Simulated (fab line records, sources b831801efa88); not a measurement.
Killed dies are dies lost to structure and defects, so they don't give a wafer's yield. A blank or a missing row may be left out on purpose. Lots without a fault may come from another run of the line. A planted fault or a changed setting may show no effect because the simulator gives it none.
fab line records | flow sky130 | part 2 of 2: steps 43 to 43 of 43
record lots=6 wafers=18 last_day=50
route steps=708 shown VIA2@516 METAL3@532 CAPM@537 PAD_OPEN@708
lots that met no fault: from a run of the same line without faults
start_h: hours from the record's first day to the start of the lot's first wafer shown | wait_h: hours since the lot's step before | " the same as in the row above | L1.1+2: a row that stands for several wafers | - no value, or no start given | * or withheld: withheld | < > ~ a bound
route shown NAME@n: a module of which the file shows steps, and the number in the route of the first | usual: mean/standard deviation of fault-free wafers | same: alike in all rows | chamber/n: place in a boat | sites: the reading at each site | _std_site: their standard deviation | _edge_site: outer sites' mean less inner sites' | radius_mm: how far each site lies from the wafer's centre | mask NAME#n: copy n | behind: the tool/chamber that last shaped the wafer | hold: why the lot was held/for how many hours/how that ended | device: the transistor (n, p or np) that didn't switch | end of line: the same wafers' tests at the end of the route | a step without rows: its recipe alone | killed: dies lost to structure and defects at the first sort, not the wafer's yield | map: a wafer's dies, x killed, . not, _ none there
set.NAME: the setting as run; set.NAME@STEP: as run at that earlier step | model.NAME: the simulator's own value behind a step, which no gauge read
lots at some steps of the route; a table a step, a row a wafer
services: from which hour (start_h, from the record's first day; less than 0 if before it) a tool's chamber was out of use, for how many hours, and why
## steps
# step SKY_PAD_OPEN_PROBE_99
# usual defect_limited_yield=82.8/1.9 killed_at_M0_to_M3=43/7.5 killed_at_M4_up=2.8/1.8 killed_at_contacts=24/5.3 killed_at_front_end=14/4.2 killed_at_other=0.3/0.54 killed_dies=84/9.4 killed_open=46/7.1 killed_short=38/6.6 sort_bin_3_pad_short=0.8/0.42 sort_bin_5_function=10.1/1.4 sort_bin_6_memory=6.2/1.1 sort_n_pass=408/9.4 sort_yield_pct=82.8/1.9
# same gross_dies=492 killed_at_back_side=0 sort_bin_4_leakage[%]=0 sort_bin_8_speed[%]=0
# columns lot.wafer tool chamber start_h wait_h defect_limited_yield[%] killed_at_M0_to_M3 killed_at_M4_up killed_at_contacts killed_at_front_end killed_at_other killed_dies killed_open killed_short sort_bin_3_pad_short[%] sort_bin_5_function[%] sort_bin_6_memory[%] sort_n_pass sort_yield_pct[%] model.etest.tester.sort_n_pass model.etest.tester.sort_yield_pct model.etest.tester.sort_bin_5_pct model.etest.tester.sort_bin_3_pct
L657.2 prober-01 - 1119.01 0.1 86.4 30 5 23 9 0 67 30 37 0.6 6.3 6.7 425 86.4 425 86.38 6.301 0.6098
L657.3 prober-01 - 1119.06 0.2 83.1 57 1 17 8 0 83 49 34 0.8 9.6 6.5 409 83.1 409 83.13 9.553 0.813
L657.5 prober-01 - 1119.16 0.2 80.7 40 6 31 17 1 95 45 50 0.4 12.6 6.3 397 80.7 397 80.69 12.6 0.4065
L660.1 prober-01 - 1121.96 0.1 82.9 40 2 27 15 0 84 44 40 1.4 10.4 5.3 408 82.9 408 82.93 10.37 1.423
L660.2 prober-01 - 1122.01 0.1 86.0 33 2 29 5 0 69 40 29 0.4 8.9 4.7 423 86.0 423 85.98 8.943 0.4065
L660.5 prober-01 - 1122.16 0.2 80.5 43 4 27 20 2 96 40 56 1.4 12.0 6.1 396 80.5 396 80.49 11.99 1.423
L668.1 prober-01 - 1154.65 0.1 81.1 53 1 21 18 0 93 56 37 0.6 12.4 5.9 399 81.1 399 81.1 12.4 0.6098
L668.3 prober-01 - 1154.75 0.2 83.5 42 2 23 14 0 81 48 32 0.4 9.8 6.3 411 83.5 411 83.54 9.756 0.4065
L668.5 prober-01 - 1154.85 0.2 83.7 48 6 15 11 0 80 44 35 0.2 9.1 6.9 412 83.7 412 83.74 9.146 0.2033
L673.1 prober-02 - 1180.93 0.1 75.2 88 3 17 13 1 122 42 31 1.8 14.2 8.7 370 75.2 370 75.2 14.23 1.829
L673.2 prober-02 - 1180.98 0.1 80.3 52 2 25 18 0 97 39 36 1.8 12.6 5.3 395 80.3 395 80.28 12.6 1.829
L673.6 prober-02 - 1181.18 0.2 74.0 94 5 22 7 0 128 48 36 3.3 16.5 6.3 364 74.0 364 73.98 16.46 3.252
L672.1 prober-01 - 1182.43 0.1 78.5 70 2 24 10 0 106 44 42 1.6 14.2 5.7 386 78.5 386 78.46 14.23 1.626
L672.3 prober-01 - 1182.53 0.2 81.3 63 1 15 13 0 92 37 33 0.8 10.8 7.1 400 81.3 400 81.3 10.77 0.813
L672.5 prober-01 - 1182.63 0.2 76.4 74 2 26 14 0 116 42 31 1.8 14.2 7.5 376 76.4 376 76.42 14.23 1.829
L675.3 prober-01 - 1192.41 0.2 85.4 33 1 24 14 0 72 41 31 0.2 10.2 4.3 420 85.4 420 85.37 10.16 0.2033
L675.4 prober-01 - 1192.46 0.2 78.9 58 1 31 14 0 104 63 41 1.4 11.4 8.3 388 78.9 388 78.86 11.38 1.423
L675.6 prober-01 - 1192.56 0.2 84.3 32 3 34 8 0 77 40 37 0.8 8.5 6.3 415 84.3 415 84.35 8.537 0.813
# killed by level:class
L657.2 CONTACT:geometric_particle:open=11 VIA3:geometric_particle:open=5 METAL4:geometric_particle:short=5 POLY_GATE:geometric_particle:short=4 CONTACT:geometric_particle:short=4 VIA3:geometric_particle:short=4 METAL2:geometric_particle:short=4 FIELD_ISO:geometric_particle:short=3
L657.3 VIA1:geometric_particle:open=11 VIA2:geometric_particle:open=11 METAL2:geometric_particle:short=8 METAL1:geometric_particle:short=8 VIA3:geometric_particle:open=8 LI_CONTACT:geometric_particle:open=5 CONTACT:geometric_particle:open=4 CONTACT:geometric_particle:short=4
L657.5 CONTACT:geometric_particle:short=10 VIA1:geometric_particle:open=10 LI_CONTACT:geometric_particle:open=8 CONTACT:geometric_particle:open=8 METAL1:geometric_particle:short=7 VIA1:geometric_particle:short=5 VIA2:geometric_particle:open=5 FIELD_ISO:geometric_particle:short=4
L660.1 CONTACT:geometric_particle:open=16 VIA1:geometric_particle:open=8 METAL1:geometric_particle:short=7 POLY_GATE:geometric_particle:short=5 METAL2:geometric_particle:short=5 VIA3:geometric_particle:open=5 METAL3:geometric_particle:short=4 VIA3:geometric_particle:short=4
L660.2 CONTACT:geometric_particle:open=12 VIA3:geometric_particle:open=10 LI_CONTACT:geometric_particle:open=6 CONTACT:geometric_particle:short=6 METAL1:geometric_particle:short=6 METAL2:geometric_particle:short=5 VIA1:geometric_particle:open=4 VIA2:geometric_particle:open=4
L660.5 VIA1:geometric_particle:open=11 METAL1:geometric_particle:short=8 CONTACT:geometric_particle:short=6 LI_CONTACT:geometric_particle:open=6 CONTACT:geometric_particle:open=6 FIELD_ISO:geometric_particle:open=5 LOCAL_INTERCONNECT:geometric_particle:short=5 METAL3:geometric_particle:short=5
L668.1 VIA1:geometric_particle:open=12 VIA2:geometric_particle:open=11 CONTACT:geometric_particle:open=10 FIELD_ISO:geometric_particle:short=7 VIA3:geometric_particle:open=6 FIELD_ISO:geometric_particle:open=5 METAL1:geometric_particle:short=5 METAL2:geometric_particle:short=5
L668.3 VIA1:geometric_particle:open=10 LI_CONTACT:geometric_particle:open=9 VIA2:geometric_particle:open=7 LOCAL_INTERCONNECT:geometric_particle:short=6 METAL1:geometric_particle:short=5 VIA3:geometric_particle:open=5 METAL2:geometric_particle:short=4 POLY_GATE:geometric_particle:short=4
L668.5 METAL2:geometric_particle:short=9 VIA2:geometric_particle:open=9 VIA3:geometric_particle:open=7 LI_CONTACT:geometric_particle:open=6 METAL1:geometric_particle:short=6 VIA1:geometric_particle:open=6 CONTACT:geometric_particle:open=5 METAL4:geometric_particle:short=4
L673.1 VIA2:unspecified=49 VIA1:geometric_particle:open=9 VIA2:geometric_particle:open=8 CONTACT:geometric_particle:open=7 VIA3:geometric_particle:open=6 FIELD_ISO:geometric_particle:open=4 FIELD_ISO:geometric_particle:short=4 LI_CONTACT:geometric_particle:open=4
L673.2 VIA2:unspecified=22 LOCAL_INTERCONNECT:geometric_particle:short=7 VIA2:geometric_particle:open=7 CONTACT:geometric_particle:open=6 LI_CONTACT:geometric_particle:open=5 VIA1:geometric_particle:short=5 VIA1:geometric_particle:open=5 METAL2:geometric_particle:short=5
L673.6 VIA2:unspecified=44 VIA2:geometric_particle:open=9 METAL1:geometric_particle:short=9 CONTACT:geometric_particle:open=8 VIA1:geometric_particle:open=7 VIA3:geometric_particle:open=6 FIELD_ISO:geometric_particle:open=5 LI_CONTACT:geometric_particle:open=5
L672.1 VIA2:unspecified=20 VIA2:geometric_particle:open=9 LI_CONTACT:geometric_particle:open=9 VIA1:geometric_particle:open=8 METAL1:geometric_particle:short=6 CONTACT:geometric_particle:open=5 VIA1:geometric_particle:short=5 METAL2:geometric_particle:short=5
L672.3 VIA2:unspecified=22 VIA2:geometric_particle:open=9 VIA1:geometric_particle:short=8 CONTACT:geometric_particle:open=8 FIELD_ISO:geometric_particle:short=7 VIA1:geometric_particle:open=7 METAL2:geometric_particle:short=4 CONTACT:geometric_particle:short=3
L672.5 VIA2:unspecified=43 CONTACT:geometric_particle:open=12 VIA3:geometric_particle:open=8 LI_CONTACT:geometric_particle:open=6 FIELD_ISO:geometric_particle:open=4 CONTACT:geometric_particle:short=4 VIA1:geometric_particle:short=4 VIA1:geometric_particle:open=4
L675.3 VIA1:geometric_particle:open=16 LI_CONTACT:geometric_particle:open=6 CONTACT:geometric_particle:open=5 LOCAL_INTERCONNECT:geometric_particle:short=5 VIA2:geometric_particle:open=5 POLY_GATE:geometric_particle:short=4 LI_CONTACT:geometric_particle:short=4 FIELD_ISO:geometric_particle:short=3
L675.4 VIA1:geometric_particle:open=23 CONTACT:geometric_particle:open=16 METAL1:geometric_particle:short=8 FIELD_ISO:geometric_particle:short=6 VIA1:geometric_particle:short=6 METAL2:geometric_particle:short=6 LI_CONTACT:geometric_particle:open=5 VIA3:geometric_particle:open=5
L675.6 LOCAL_INTERCONNECT:geometric_particle:short=11 LI_CONTACT:geometric_particle:open=10 METAL1:geometric_particle:short=8 CONTACT:geometric_particle:open=8 VIA1:geometric_particle:open=7 VIA2:geometric_particle:open=5 VIA3:geometric_particle:open=3 CONTACT:geometric_particle:short=3
# map L672.5 (x killed, . not)
__________.....x.x.._________
________.x.....x.x...._______
______.........x....x..._____
_____xx.x.........x......____
____x.xxxx.....x..x...x.x.___
___.xxxxxxxx.......x.......__
__xxxxxxxxx..............x.._
_.xxxxxxxxxxx..x..x...x......
_..xxxxxxxx..................
_...xxxxx...xx..x...x........
_.xx..........x..........xx.x
_........x.........x...xx....
_...x.......x..x.x..x...x....
_.....xx.x.x..............x.x
_.....x....xx....x....x......
__...........x.x.....x.....x_
___.........x..............__
____x.x.....x.x..x.x..x..x___
_____......x.......x.....____
______..x........x......_____
________x......x......_______
__________.........._________
# map L673.6 (x killed, . not)
__________.x......x._________
________..........x.x._______
______...x.............._____
_____xx.xxx.............x____
____x.xxx..x.x...xx..x...x___
___.xxxxxxxx............x..__
__.xxxxxxxxx.x...x......x..._
_.x..xxxxxx.xx............x..
_..x.xxxxxxx..x..xx.x.x.....x
_x..x.xx.x..x..x.x..x.xxxx...
_....x..x...x........x.......
_xxx.xx........x..x.....x..xx
_...........xx...............
_..x...............x.x.......
_.....x..xx...x..x.xxx....x.x
__.....x.x......x.....xx...._
___...x...x......x..x.x..x.__
____.......xx.....x.......___
_____....................____
______.......x.........._____
________.....x....x..._______
__________.xx.x....._________
## services
# columns tool chamber start_h hours kind
rie_metal-02 1 880.18 - clean
rie_metal-02 1 880.18 25.1 scheduled_down
rie_metal-02 1 880.18 25.1 vent_cycle
cvd_w-02 - 904.10 14.0 pm
cvd_w-02 0 904.10 14.0 vent_cycle
cvd_w-02 1 904.10 14.0 vent_cycle
pvd_sputter-04 - 905.06 6.7 repair
pvd_sputter-03 - 912.29 8.0 repair
plasma_asher-04 - 913.18 3.6 repair
cvd_w-02 0 918.10 - clean
cvd_w-02 1 918.10 - clean
rie_diel-03 - 921.90 1.0 repair
rie_metal-02 - 925.78 2.8 pm
rie_diel-01 - 926.90 15.6 pm
rie_diel-03 3 934.16 25.3 repair
pvd_sputter-04 - 940.99 1.1 repair
cvd_w-02 - 951.20 0.5 repair
pvd_sputter-01 - 966.11 4.5 repair
pvd_sputter-04 - 972.43 3.3 repair
plasma_asher-04 - 989.81 3.2 repair
rie_diel-04 0 993.67 7.4 repair
rie_metal-02 - 1001.94 0.5 repair
pvd_sputter-01 - 1003.80 1.2 repair
cvd_w-01 - 1015.60 1.3 repair
## key
first_sign step=SKY_PAD_OPEN_PROBE_99 reading=killed_at_M0_to_M3 direction=up sigmas=4.1 usual=43 struck=74
effect step=SKY_PAD_OPEN_PROBE_99 reading=sort_n_pass direction=down sigmas=2.7 usual=408 struck=382 wafers_moved=5
model_effect step=SKY_PAD_OPEN_PROBE_99 value=etest.tester.sort_n_pass without=411.7 struck=381.8
met_at SKY_VIA2_CVD_21
struck_wafers L672.1,L672.3,L672.5,L673.1,L673.2,L673.6
onset_between 903.97 985.57
also_fits SKY_VIA2_ETCH_15:rie_diel-03
fault kind=chamber_particle_source tool=cvd_w-02 chamber=- onset_h=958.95 steps=SKY_VIA2_CVD_21 rate_per_visit_cm2=0.49249
